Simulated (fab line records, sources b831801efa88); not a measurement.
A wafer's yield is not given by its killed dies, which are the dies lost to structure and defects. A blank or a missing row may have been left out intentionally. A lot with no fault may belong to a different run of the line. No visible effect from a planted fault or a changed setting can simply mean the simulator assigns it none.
Problem report in the 8D (eight disciplines) form, filled by code | flow sky130 | the parts of the form that need people (team, actions taken, sign-off) are left out

== 1. THE PROBLEM ==
CAPM_TIN_RS at SKY_CAPM_RS_MEAS_03 reads a mean of 5.52 ohm/sq on 1 wafer of 1 lot; wafers without a fault read 6.88 ohm/sq with a standard deviation of 0.078. Relative to the usual mean, that is a shift of -17 standard deviations.
The step: measures by four-point-probe.
First seen on wafer L799.3, day 41 18:22, on filmMetro-01. The record has a number at this step for 27 wafers belonging to 9 lots. Rule for "out" (also "out of limits"): further than 4 standard deviations from the usual mean. The rest of the wafers with a number are treated as sound.

== 2. WHAT IT IS, AND WHAT IT ISN'T ==
question                    | is                | is not
which readings at this step | CAPM_TIN_RS       | -
which lots                  | L799              | L785, L786, L788, L789, L791, L792, L796, L804
which wafers of those lots  | L799.3            | L799.2, L799.4
read on which gauges        | filmMetro-01      | filmMetro-02, filmMetro-04
when                        | from day 41 18:22 | up to then (23 sound wafers); but 3 sound wafers of L804 came after

== 3. THE SUSPECTS, EACH WITH WHAT RULES IT OUT ==
Counting: any tool at a process step up to the reading remains a suspect provided it ran every lot that is out. Sound lots after the first of them don't rule it out here, since some wafers of a struck lot are sound.
- ruled out: the gauge at SKY_CAPM_RS_MEAS_03. All the wafers that are out were read on filmMetro-01, but those of them that SKY_CAPM_METAL_ETCH_13 has rows for are out there too, on other tools.
- pvdSputter-03 at SKY_VIA1_SPUTTER_20 (material TiN, target thk 20 nm, time 80 s): kept. It ran the lot that is out, L799 (day 39 11:32); its last sound lot up to then is L788 (day 36 07:07).
- pvdSputter-01 at SKY_METAL3_SPUTTER_01 (material TiN, target thk 20 nm, time 16.7 s): kept. It ran the lot that is out, L799 (day 41 17:59); its last sound lot up to then is L792 (day 39 19:01).
- pvdSputter-01 at SKY_METAL3_SPUTTER_03 (material Ti, target thk 5 nm, time 3.3 s): kept. It ran the lot that is out, L799 (day 41 18:04); its last sound lot up to then is L792 (day 39 19:05).
- pvdSputter-02 at SKY_CAPM_SPUTTER_02 (material TiN, target thk 200 nm, time 166.7 s): kept. It ran the lot that is out, L799 (day 41 18:13); its last sound lot up to then is L792 (day 39 19:15).
Left after counting: pvdSputter-03 at SKY_VIA1_SPUTTER_20, pvdSputter-01 at SKY_METAL3_SPUTTER_01, pvdSputter-01 at SKY_METAL3_SPUTTER_03, pvdSputter-02 at SKY_CAPM_SPUTTER_02.

== 4. THE CAUSE (what the simulator had put in) ==
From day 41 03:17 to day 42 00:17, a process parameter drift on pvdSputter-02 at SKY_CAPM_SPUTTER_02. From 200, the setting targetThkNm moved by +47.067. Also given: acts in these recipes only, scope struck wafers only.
Counting left 4 suspects, and this tool is among them.

== 5. THE EFFECT CHAIN, in route order ==
Each row: a reading where the mean over the struck wafers with a number is more than 3 standard deviations away from the usual. Only readings for which the record gives a usual standard deviation are gone through. hours: the time from each lot's start at the first step in this table that gives one to its start at this step, as a median over the lots. sigmas: the change in usual standard deviations.
hours | step                   | reading              | usual       | on struck wafers | change | sigmas
0     | SKY_CAPM_RS_MEAS_03    | CAPM_TIN_RS          | 6.88 ohm/sq | 5.52             | -1.36  | -17
0     | SKY_CAPM_THK_MEAS_04   | CAPM_TIN_THK         | 201.1 nm    | 248.1            | +47.0  | +20
24    | SKY_CAPM_METAL_ETCH_13 | oesProductAu         | 0.943 a.u.  | 0.993            | +0.050 | +5.9
24    | SKY_CAPM_METAL_ETCH_13 | throttleValvePct     | 21.899 %    | 21.852           | -0.047 | -4.3
202   | SKY_PAD_OPEN_PROBE_99  | defectLimitedYield   | 82.5 %      | 0.0              | -82.5  | -38
202   | SKY_PAD_OPEN_PROBE_99  | killedAtOther        | 0.2         | 385.0            | +384.8 | +99 or more
202   | SKY_PAD_OPEN_PROBE_99  | killedDies           | 86          | 492              | +406   | +37
202   | SKY_PAD_OPEN_PROBE_99  | killedOnRim          | 17          | 96               | +79    | +22
202   | SKY_PAD_OPEN_PROBE_99  | sort_bin_3_pad_short | 0.8 %       | 80.1             | +79.3  | +99 or more
202   | SKY_PAD_OPEN_PROBE_99  | sortNPass            | 406         | 0                | -406   | -37
202   | SKY_PAD_OPEN_PROBE_99  | sortYieldPct         | 82.5 %      | 0.0              | -82.5  | -38
Process steps it contains:
- SKY_CAPM_METAL_ETCH_13: etches TiN in Cl2/BCl3, stops on SiO2, target depth 220 nm, time 62.9 s.
- SKY_PAD_OPEN_PROBE_99

== 6. HOW IT WOULD HAVE BEEN CAUGHT EARLIER ==
15 hours passed between the start of the fault at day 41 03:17 and the first reading out of limits at a measuring or inspecting step in this record, taken at day 41 18:22.
Of the tool readings at SKY_CAPM_SPUTTER_02 for which the record gives a usual standard deviation, none was out on any struck wafer, so an alarm limit of 4 standard deviations on them would not have fired.
By day 41 18:22 the whole set of lots that are out, 1 in number, had already begun SKY_CAPM_SPUTTER_02 on pvdSputter-02. Tool hold at that time: it would have spared none of them.
